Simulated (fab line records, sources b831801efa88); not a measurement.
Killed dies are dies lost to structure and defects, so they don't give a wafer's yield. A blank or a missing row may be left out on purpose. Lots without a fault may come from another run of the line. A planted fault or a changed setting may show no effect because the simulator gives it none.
Chamber matching | flow sky130 | SKY_VIA2_ETCH_14 on rie_diel-02: 4 sister chambers
The step etches BARC in N2/H2, stops on SiO2, time 45.9 s, target depth 60 nm. 18 wafers are shown with their chamber, then 9 later ones without.

WAFERS WITH THEIR CHAMBER
wafer  | chamber | drypump_motor_current_A (A) | n2_flow_sccm (sccm) | oes_product_au (a.u.)
L077.1 | 2       | 6.1                         | 100.0               | 0.855
L077.4 | 3       | 5.7                         | 99.6                | 0.853
L077.6 | 3       | 5.7                         | 99.3                | 0.853
L075.1 | 1       | 5.3                         | 99.6                | 0.849
L075.5 | 2       | 6.1                         | 100.1               | 0.847
L075.6 | 3       | 5.7                         | 99.8                | 0.857
L076.2 | 2       | 6.1                         | 100.0               | 0.849
L076.5 | 2       | 6.1                         | 100.2               | 0.858
L076.6 | 3       | 5.7                         | 99.6                | 0.860
L081.2 | 2       | 6.0                         | 99.9                | 0.856
L081.3 | 1       | 5.2                         | 99.6                | 0.862
L081.4 | 3       | 5.7                         | 99.6                | 0.857
L085.3 | 0       | 6.5                         | 99.8                | 0.857
L085.5 | 3       | 5.7                         | 99.8                | 0.862
L085.6 | 0       | 6.5                         | 100.0               | 0.857
L086.1 | 3       | 5.7                         | 100.1               | 0.852
L086.2 | 0       | 6.5                         | 99.6                | 0.847
L086.4 | 1       | 5.2                         | 100.4               | 0.848

SIGNATURES (means of the wafers above)
reading                 | chamber 0 | chamber 1 | chamber 2 | chamber 3 | scatter within a chamber
drypump_motor_current_A | 6.500     | 5.233     | 6.080     | 5.700     | 0.0324
n2_flow_sccm            | 99.800    | 99.867    | 100.040   | 99.686    | 0.257
oes_product_au          | 0.85367   | 0.85300   | 0.85300   | 0.85629   | 0.00511
Rule: a wafer's distance from a chamber is the root of the sum, over the readings, of the square of ((its reading less the chamber's mean) divided by the reading's scatter). The wafer belongs to the nearest chamber; if the next one is less than 2 further off, it can't be placed. The scatter: the root of (the sum of the squares of (reading less its chamber's mean) over the shown wafers, divided by (wafers less chambers)).

WAFERS WITHOUT THEIR CHAMBER
wafer  | drypump_motor_current_A (A) | n2_flow_sccm (sccm) | oes_product_au (a.u.)
L094.1 | 5.7                         | 100.3               | 0.862
L094.5 | 6.5                         | 99.7                | 0.857
L094.6 | 5.7                         | 99.9                | 0.859
L095.3 | 6.5                         | 99.5                | 0.860
L095.4 | 5.7                         | 99.6                | 0.865
L095.6 | 6.1                         | 99.7                | 0.856
L097.2 | 6.1                         | 100.0               | 0.851
L097.3 | 6.5                         | 100.3               | 0.863
L097.5 | 5.3                         | 99.9                | 0.851

WHICH CHAMBER EACH WENT THROUGH
wafer  | from the rows above | in truth
L094.1 | 3                   | 3
L094.5 | 0                   | 0
L094.6 | 3                   | 3
L095.3 | 0                   | 0
L095.4 | 3                   | 3
L095.6 | 2                   | 2
L097.2 | 2                   | 2
L097.3 | 0                   | 0
L097.5 | 1                   | 1
Placed correctly: 9 of 9. Can't be placed from these rows: 0. Placed wrongly: 0.
